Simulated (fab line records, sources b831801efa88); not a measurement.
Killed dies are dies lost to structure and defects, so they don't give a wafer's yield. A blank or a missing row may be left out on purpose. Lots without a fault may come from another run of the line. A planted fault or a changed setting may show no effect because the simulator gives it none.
Which tool did it? | flow gf180mcu | 13 lots, 39 wafers sampled, at 4 steps of a route of 602

WHAT THE GAUGES READ, wafer by wafer
GF_V2_OVL_MEAS_15.
lot  | measured     | on         | V2_OVL (nm)
L747 | day 20 17:49 | overlay-01 | 6 4 -5
L750 | day 21 22:50 | overlay-02 | 4 -4 6
L751 | day 22 08:14 | overlay-02 | 4 4 2
L752 | day 22 15:53 | overlay-01 | -9 -7 0
L753 | day 23 01:54 | overlay-02 | -6 -6 -8
L754 | day 23 07:08 | overlay-02 | -10 2 -3
L755 | day 23 22:53 | overlay-02 | -1 4 1
L758 | day 24 14:55 | overlay-02 | -1 -9 -9
L760 | day 25 19:02 | overlay-02 | 6 10 5
L762 | day 26 01:32 | overlay-02 | -8 3 7
L763 | day 26 07:08 | overlay-01 | 5 4 0
L767 | day 27 16:17 | overlay-01 | 1 -2 -8
L768 | day 27 17:52 | overlay-02 | -4 4 -1

GF_V3_CD_MEAS_14: target cd 260 nm.
lot  | measured     | on        | cd_nm (nm)
L747 | day 22 19:00 | cd_sem-02 | 260.9 261.0 260.4
L750 | day 23 23:55 | cd_sem-02 | 260.1 261.0 260.1
L751 | day 24 09:23 | cd_sem-01 | 257.9 259.4 257.7
L752 | day 24 16:05 | cd_sem-02 | 260.6 260.5 260.7
L753 | day 25 01:52 | cd_sem-02 | 260.7 259.7 259.1
L754 | day 25 06:34 | cd_sem-02 | 260.4 260.9 259.5
L755 | day 25 21:40 | cd_sem-01 | 261.6 261.5 260.7
L758 | day 26 12:27 | cd_sem-01 | 259.4 259.2 260.2
L760 | day 27 15:51 | cd_sem-02 | 260.7 260.7 260.9
L762 | day 27 22:01 | cd_sem-01 | 261.5 260.8 261.0
L763 | day 28 02:35 | cd_sem-01 | 261.9 261.5 261.3
L767 | day 29 10:25 | cd_sem-02 | 260.4 260.7 261.0
L768 | day 29 11:34 | cd_sem-01 | 260.3 259.2 259.4

WHICH TOOL RAN EACH LOT (tool, then ch and the chambers of the sampled wafers, then the start)
lot  | GF_V2_ETCH_16                      | GF_M3_STRIP_18
L747 | rie_diel-03 ch 0,1,2, day 20 17:52 | wet_bench-03 ch 2, day 21 19:05
L750 | rie_diel-04 ch 0,1, day 21 22:52   | wet_bench-03 ch 2, day 22 23:56
L751 | rie_diel-02 ch 0,1,3, day 22 08:16 | wet_bench-01 ch 2, day 23 09:43
L752 | rie_diel-03 ch 1,3, day 22 15:55   | wet_bench-04 ch 0, day 23 16:47
L753 | rie_diel-02 ch 0,2,3, day 23 01:55 | wet_bench-04 ch 3, day 24 03:02
L754 | rie_diel-03 ch 1,3, day 23 07:10   | wet_bench-01 ch 0, day 24 07:23
L755 | rie_diel-04 ch 0,2,3, day 23 22:55 | wet_bench-01 ch 2, day 24 23:03
L758 | rie_diel-03 ch 0,2,3, day 24 14:58 | wet_bench-04 ch 2, day 25 14:41
L760 | rie_diel-03 ch 0,3, day 25 19:05   | wet_bench-04 ch 0, day 26 17:02
L762 | rie_diel-02 ch 0,2,3, day 26 01:34 | wet_bench-04 ch 0, day 27 00:41
L763 | rie_diel-03 ch 0,3, day 26 07:10   | wet_bench-03 ch 1, day 27 05:15
L767 | rie_diel-04 ch 0,2, day 27 16:19   | wet_bench-03 ch 3, day 28 14:07
L768 | rie_diel-04 ch 0,1,2, day 27 17:55 | wet_bench-03 ch 2, day 28 15:22
- GF_V2_ETCH_16: etches BARC in N2/H2.
- GF_M3_STRIP_18: strips in post etch residue remover, time 1200 s.

WHAT THE TOOLS THEMSELVES READ (means of the sampled wafers that have a number; where no wafer has one, the mark that the record gives instead)
GF_V2_ETCH_16.
lot  | tool        | drypump_motor_current_A (A) | n2_flow_sccm (sccm) | oes_product_au (a.u.) | throttle_valve_pct (%)
L747 | rie_diel-03 | 5.9                         | 100.1               | 0.851                 | 13.230
L750 | rie_diel-04 | 5.8                         | 99.8                | 0.856                 | 13.218
L751 | rie_diel-02 | 5.8                         | 99.9                | 0.857                 | 13.235
L752 | rie_diel-03 | 5.0                         | 100.3               | 0.858                 | 13.223
L753 | rie_diel-02 | 5.6                         | 99.7                | 0.857                 | 13.228
L754 | rie_diel-03 | 5.3                         | 100.3               | 0.852                 | 13.227
L755 | rie_diel-04 | 5.6                         | 100.1               | 0.857                 | 13.228
L758 | rie_diel-03 | 5.6                         | 99.9                | 0.855                 | 13.219
L760 | rie_diel-03 | 5.3                         | 100.0               | 0.849                 | 13.220
L762 | rie_diel-02 | 5.6                         | 99.8                | 0.852                 | 13.240
L763 | rie_diel-03 | 5.8                         | 100.2               | 0.855                 | 13.214
L767 | rie_diel-04 | 5.7                         | 99.7                | 0.858                 | 13.228
L768 | rie_diel-04 | 6.0                         | 99.8                | 0.857                 | 13.234

GF_M3_STRIP_18.
lot  | tool         | run_length_s (s)
L747 | wet_bench-03 | 1226
L750 | wet_bench-03 | 1234
L751 | wet_bench-01 | 1225
L752 | wet_bench-04 | 1232
L753 | wet_bench-04 | 1225
L754 | wet_bench-01 | 1227
L755 | wet_bench-01 | 1233
L758 | wet_bench-04 | 1227
L760 | wet_bench-04 | 893
L762 | wet_bench-04 | 893
L763 | wet_bench-03 | 1225
L767 | wet_bench-03 | 1226
L768 | wet_bench-03 | 1227

THE ANSWER, worked out from the rows above alone
Rule: what is usual is taken from the lots themselves. Put in order of their means at a reading, lots are off if they are a third of the lots or fewer, leave a main group of 4 or more, and stand apart from it by a gap of 3 or more times the standard deviation of the main group's means; of several such gaps the widest counts. A main group whose means are all the same, to the digits that the tables above print for the reading, isn't used. A lot without any number at a reading at which 4 lots or more have one is off too. The other lots that the step has rows for count as sound. The gauges are gone through in route order, then the tools' own readings, and for those a lot's mean is taken as printed above. The first step at which some lot is off is used, and at that step the reading that is off furthest; a lot without a number counts as furthest.
Off: L760, L762, at GF_M3_STRIP_18 (run_length_s). The main group: mean 1228 s, standard deviation 3.2.
A tool fits if, at that step or a process step before it, it ran every lot that is off, and no sound lot after the first of them. One fits: wet_bench-04 at GF_M3_STRIP_18. Its last sound lot is L758 (day 25 14:41), its first lot that is off L760 (day 26 17:02): a fault that began between those two fits.
The tool's own readings at GF_M3_STRIP_18 bear it out: on the lots that are off they differ by more than 5 times the standard deviation of the sound lots' means. run_length_s reads 893 s there against 1228 s on the sound lots.

WHAT THE SIMULATOR HAD PUT IN
Process parameter drift: wet_bench-04, from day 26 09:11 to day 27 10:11, at GF_M3_STRIP_18. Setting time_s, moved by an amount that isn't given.
Lots struck among those shown: L760, L762. The rule above found the same.
